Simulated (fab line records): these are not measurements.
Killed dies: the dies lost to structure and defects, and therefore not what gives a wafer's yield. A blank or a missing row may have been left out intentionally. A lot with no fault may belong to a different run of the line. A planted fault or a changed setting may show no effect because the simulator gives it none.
Matching of chambers | flow sfq line | SFQ_TRILAYER_I6_CMP_CMP_166 on cmp-01 has 4 sister chambers
The step polishes SiO2. 14 wafers are shown with their chamber, then 7 later ones without.

== EACH WAFER AND ITS CHAMBER ==
wafer  | chamber | motor current A (A) | time to endpoint s (s)
L130.3 | 2       | 8.0                 | 217
L130.4 | 0       | 10.7                | 217
L130.6 | 1       | 10.4                | 217
L131.3 | 1       | 9.9                 | 211
L131.5 | 0       | 11.5                | 221
L131.6 | 3       | 10.8                | 211
L144.2 | 2       | 7.6                 | 214
L144.3 | 3       | 10.6                | 204
L144.6 | 2       | 7.8                 | 217
L145.4 | 1       | 10.4                | 219
L145.5 | 2       | 7.9                 | 213
L145.6 | 1       | 9.9                 | 218
L149.1 | 2       | 8.1                 | 191
L149.3 | 1       | 10.0                | 200

SIGNATURES, as means of the wafers listed above
reading            | chamber 0 | chamber 1 | chamber 2 | chamber 3 | scatter within a chamber
motor current A    | 11.100    | 10.120    | 7.880     | 10.700    | 0.275
time to endpoint s | 219.00    | 213.00    | 210.40    | 207.50    | 8.75
Rule: for a wafer and a chamber, the distance is found by dividing, reading by reading, the gap between the wafer's reading and the chamber's mean by the reading's scatter, squaring, summing and taking the root. The wafer belongs to the nearest chamber; if the next one is less than 2 further off, it can't be placed. The scatter is the square root of a quotient: the sum, over the shown wafers, of each reading's squared deviation from its chamber's mean, divided by wafers minus chambers.

== WAFERS MISSING THEIR CHAMBER ==
wafer  | motor current A (A) | time to endpoint s (s)
L149.4 | 10.9                | 202
L150.1 | 11.3                | 211
L150.3 | 9.9                 | 216
L150.4 | 9.9                 | 216
L152.4 | 10.1                | 211
L152.5 | 8.7                 | 213
L152.6 | 9.9                 | 211

== CHAMBER TAKEN BY EACH ==
wafer  | from the rows above     | in truth
L149.4 | can't be placed: 3 or 0 | 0
L150.1 | can't be placed: 0 or 3 | 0
L150.3 | 1                       | 1
L150.4 | 1                       | 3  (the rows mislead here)
L152.4 | can't be placed: 1 or 3 | 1
L152.5 | 2                       | 2
L152.6 | 1                       | 1
Correctly placed: 3 of 7. Unplaceable from these rows: 3, with the true chamber sitting among the candidates in 3. 1 placed wrongly.
